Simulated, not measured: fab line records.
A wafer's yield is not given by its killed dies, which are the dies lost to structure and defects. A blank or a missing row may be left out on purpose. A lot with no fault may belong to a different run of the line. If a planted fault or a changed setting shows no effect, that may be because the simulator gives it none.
A single fault, viewed from 2 desks    flow gf180mcu    every desk sees just its own numbers, and what lay behind them comes last

## THE METROLOGY DESK
Lot by lot, what the gauges showed, no matter which tool ran the lot: averages of those sampled wafers that carry a number. A lot is out of limits, marked OUT, if its mean lies more than 4 standard deviations from the usual mean; the brackets give that distance.
Columns: A = VT_IMPLANT_4_TW at GF_VT_IMPLANT_TW_MEAS_43, usual 689; B = MVPSD_RS at GF_VT_IMPLANT_RS_MEAS_49, usual 1169.3 ohm/sq; C = POLY_GATE_CVD_00_THK at GF_POLY_GATE_THK_MEAS_01, usual 200.2 nm; D = POLY_GATE_OVL at GF_POLY_GATE_OVL_MEAS_11, usual 3 nm
lot   first seen here  A               B       C      D
L356  day 7 14:53      692             1171.3  197.7  2
L359  day 8 08:49      691             1169.7  199.0  7
L361  day 8 21:41      694             1164.8  201.4  1
L364  day 9 20:35      691             1167.4  200.6  13
L365  day 10 00:55     683             1168.9  198.8  1
L368  day 10 22:19     712 (+4.8) OUT  1172.0  199.4  -3
L369  day 11 03:49     716 (+5.4) OUT  1170.6  200.6  5
L370  day 11 08:49     714 (+5.1) OUT  1171.3  199.8  1
L371  day 11 21:20     714 (+5.0) OUT  1167.4  198.2  9
L374  day 12 22:57     685             1169.9  195.7  1
L375  day 13 00:28     684             1169.7  200.2  0
L376  day 13 03:10     689             1170.6  199.8  13
L377  day 13 11:28     694             1171.0  200.2  5
L379  day 13 23:31     689             1173.1  201.9  10
This desk's result: L368, L369, L370, L371 out of limits, first on L368 (VT_IMPLANT_4_TW at GF_VT_IMPLANT_TW_MEAS_43), day 10 22:19. L356, L359, L361, L364, L365, L374, L375, L376, L377, L379: within limits.

## DESK OF THE TOOL OWNER: implanter-04
The tool's own readings at GF_VT_IMPLANT_IMPLANT_41, given as means over the sampled wafers that have a number, one for each lot that went through this tool. A lot is out of limits, marked OUT, if its mean lies more than 4 standard deviations from the usual mean; the brackets give that distance.
Columns: A = dose ions cm2 at GF_VT_IMPLANT_IMPLANT_41, usual 1.0129e+12; B = faraday current uA at GF_VT_IMPLANT_IMPLANT_41, usual 5.71
lot   first seen here  A                             B
L356  day 7 14:37      1.0127e+12                    5.81
L364  day 9 20:22      1.0133e+12                    5.66
L368  day 10 22:04     1.1198e+12 (+99 or more) OUT  6.18
L369  day 11 03:34     1.1211e+12 (+99 or more) OUT  6.20 (+4.1) OUT
L370  day 11 08:35     1.1189e+12 (+99 or more) OUT  6.49 (+6.5) OUT
L371  day 11 21:07     1.1213e+12 (+99 or more) OUT  6.30 (+4.9) OUT
This desk's verdict: out of limits on L368, L369, L370, L371, starting with L368 at day 10 22:04 (dose ions cm2 at GF_VT_IMPLANT_IMPLANT_41). L356, L364: within limits.

## ALL TOGETHER
At day 10 22:04, on L368, L369, L370, L371, the tool owner's desk was in a position to raise an alarm.
At day 10 22:19 the metrology desk could have sounded an alarm, on L368, L369, L370, L371.
The lots listed all ran GF_VT_IMPLANT_IMPLANT_41 on implanter-04.

## WHAT HAD BEEN PUT IN BY THE SIMULATOR
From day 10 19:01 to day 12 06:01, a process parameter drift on implanter-04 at GF_VT_IMPLANT_IMPLANT_41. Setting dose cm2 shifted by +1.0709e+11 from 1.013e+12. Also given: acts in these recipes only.
Struck lots among those shown: L368, L369, L370, L371.
Delay (hours) between the fault's onset and each desk's first out-of-limits reading: 3 at the tool owner's desk, 3 at the metrology desk.
